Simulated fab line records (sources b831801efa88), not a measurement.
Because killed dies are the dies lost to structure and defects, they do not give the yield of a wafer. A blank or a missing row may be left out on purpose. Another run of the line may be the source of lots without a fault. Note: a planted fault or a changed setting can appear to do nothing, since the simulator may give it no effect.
Matching of chambers || flow gf180mcu || pecvd-03 running GF_V3_CVD_02: 3 sister chambers
The step deposits SiO2 from TEOS, target thk 850 nm, time 94.851 s. 14 wafers are shown with their chamber, then 7 later ones without.

## WAFERS WITH THEIR CHAMBER
{"wafer": "L076.2", "chamber": 2, "heaterPowerW (W)": 624, "susceptorTempC (C)": 400.13}
{"wafer": "L076.4", "chamber": 0, "heaterPowerW (W)": 727, "susceptorTempC (C)": 400.01}
{"wafer": "L076.6", "chamber": 2, "heaterPowerW (W)": 629, "susceptorTempC (C)": 399.69}
{"wafer": "L077.2", "chamber": 2, "heaterPowerW (W)": 604, "susceptorTempC (C)": 399.90}
{"wafer": "L077.3", "chamber": 0, "heaterPowerW (W)": 680, "susceptorTempC (C)": 399.96}
{"wafer": "L077.5", "chamber": 2, "heaterPowerW (W)": 630, "susceptorTempC (C)": 400.01}
{"wafer": "L078.2", "chamber": 1, "heaterPowerW (W)": 441, "susceptorTempC (C)": 399.50}
{"wafer": "L078.5", "chamber": 0, "heaterPowerW (W)": 597, "susceptorTempC (C)": 399.73}
{"wafer": "L078.6", "chamber": 1, "heaterPowerW (W)": 488, "susceptorTempC (C)": 400.10}
{"wafer": "L083.1", "chamber": 2, "heaterPowerW (W)": 701, "susceptorTempC (C)": 399.92}
{"wafer": "L083.5", "chamber": 1, "heaterPowerW (W)": 428, "susceptorTempC (C)": 400.11}
{"wafer": "L083.6", "chamber": 2, "heaterPowerW (W)": 544, "susceptorTempC (C)": 399.80}
{"wafer": "L089.1", "chamber": 1, "heaterPowerW (W)": 493, "susceptorTempC (C)": 399.75}
{"wafer": "L089.4", "chamber": 2, "heaterPowerW (W)": 551, "susceptorTempC (C)": 399.79}

SIGNATURES (means of the wafers above)
{"reading": "heaterPowerW", "chamber 0": 668.00, "chamber 1": 462.50, "chamber 2": 611.86, "scatter within a chamber": 51.3}
{"reading": "susceptorTempC", "chamber 0": 399.9000, "chamber 1": 399.8650, "chamber 2": 399.8914, "scatter within a chamber": 0.199}
Rule: for each reading, subtract the chamber's mean from the wafer's reading, divide by that reading's scatter and square the result; add these up over the readings and take the root, which gives the wafer's distance from the chamber. The wafer belongs to the nearest chamber; if the next one is less than 2 further off, it can't be placed. The scatter is the square root of a quotient: the sum, over the shown wafers, of each reading's squared deviation from its chamber's mean, divided by wafers minus chambers.

## WAFERS WHOSE CHAMBER IS MISSING
{"wafer": "L089.6", "heaterPowerW (W)": 712, "susceptorTempC (C)": 400.04}
{"wafer": "L092.1", "heaterPowerW (W)": 535, "susceptorTempC (C)": 399.77}
{"wafer": "L092.3", "heaterPowerW (W)": 665, "susceptorTempC (C)": 399.69}
{"wafer": "L092.6", "heaterPowerW (W)": 696, "susceptorTempC (C)": 399.62}
{"wafer": "L094.1", "heaterPowerW (W)": 636, "susceptorTempC (C)": 400.09}
{"wafer": "L094.3", "heaterPowerW (W)": 445, "susceptorTempC (C)": 400.00}
{"wafer": "L094.6", "heaterPowerW (W)": 577, "susceptorTempC (C)": 399.93}

## WHICH CHAMBER EACH WENT THROUGH
{"wafer": "L089.6", "from the rows above": "can't be placed: 0 or 2", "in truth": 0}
{"wafer": "L092.1", "from the rows above": "can't be placed: 1 or 2 or 0", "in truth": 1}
{"wafer": "L092.3", "from the rows above": "can't be placed: 0 or 2", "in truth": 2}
{"wafer": "L092.6", "from the rows above": "can't be placed: 0 or 2", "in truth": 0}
{"wafer": "L094.1", "from the rows above": "can't be placed: 2 or 0", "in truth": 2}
{"wafer": "L094.3", "from the rows above": 1, "in truth": 1}
{"wafer": "L094.6", "from the rows above": "can't be placed: 2 or 0 or 1", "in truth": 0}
Placed correctly: 1 of 7. Cannot be placed on the basis of these rows: 6; the candidates contain the true chamber in 6. 0 placed wrongly.
